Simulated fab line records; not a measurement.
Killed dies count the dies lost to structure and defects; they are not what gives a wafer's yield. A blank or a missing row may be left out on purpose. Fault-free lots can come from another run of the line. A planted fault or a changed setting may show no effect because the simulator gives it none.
The same fault as seen by 2 desks ; flow gf180mcu ; every desk sees just its own numbers, and what lay behind them comes last

== AT THE METROLOGY DESK ==
Means of the sampled wafers that have a number, per lot and without regard to the tool the lot ran on: this is what the gauges read. Marked OUT: a lot whose mean sits more than 4 standard deviations from the usual mean, which makes it out of limits; the brackets give that distance.
Columns: A = cd-nm at GF_V3_CD_MEAS_14, usual 260.2 nm; B = cd-nm at GF_M4_CD_MEAS_14, usual 279.6 nm
lot;first seen here;A;B
L235;day 22 22:35;260.5;278.6
L238;day 23 19:05;259.8;278.9
L240;day 24 00:55;261.3;281.9
L245;day 26 01:13;261.6;281.0
L246;day 26 09:35;259.4;281.7
L249;day 27 03:11;261.4;280.6
L250;day 27 15:56;260.9;280.2
L252;day 28 02:27;257.7;279.7
L253;day 28 03:40;258.9;280.2
L254;day 28 17:26;259.6;279.2
L255;day 28 20:38;258.6;279.2
L256;day 29 09:14;261.3;280.1
L257;day 29 11:51;259.1;279.6
L258;day 29 16:02;259.9;278.6
This desk found nothing out of limits on any of the 14 lots.

== DESK OF THE TOOL OWNER: pvd-sputter-03 ==
The tool's own readings at GF_CONTACT_SPUTTER_22 (material Ti, target thk 15 nm, time 80.02 s): means of the sampled wafers that have a number, for each lot that ran on this tool. Marked OUT: a lot whose mean sits more than 4 standard deviations from the usual mean, which makes it out of limits; the brackets give that distance.
Columns: A = chamber-pressure-pa at GF_CONTACT_SPUTTER_22, usual 4.999 Pa; B = throttle-valve-pct at GF_CONTACT_SPUTTER_22, usual 30.4 %
lot;first seen here;A;B
L245;day 19 23:01;5.400 (+48) OUT;29.4
L246;day 20 10:34;5.410 (+49) OUT;29.3
L256;day 23 17:53;4.992;30.6
This desk's finding: out of limits on L245, L246; first on L245, day 19 23:01 (chamber-pressure-pa at GF_CONTACT_SPUTTER_22). In limits: L256.

== PUT TOGETHER ==
On L245, L246, at day 19 23:01, an alarm was possible from the tool owner's desk.
The metrology desk saw nothing out of limits.
The metrology desk has L245, L246 on record, within its limits.
The lots listed all ran GF_CONTACT_SPUTTER_22 on pvd-sputter-03.

== WHAT THE SIMULATOR PUT IN ==
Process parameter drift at GF_CONTACT_SPUTTER_22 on pvd-sputter-03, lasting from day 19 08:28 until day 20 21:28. Setting chamber-pressure-pa, moved by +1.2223, from 5. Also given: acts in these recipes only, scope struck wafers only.
Struck lots among those shown: L245, L246.
Hours from the fault's start to each desk's first reading out of limits: the tool owner's desk, 15.
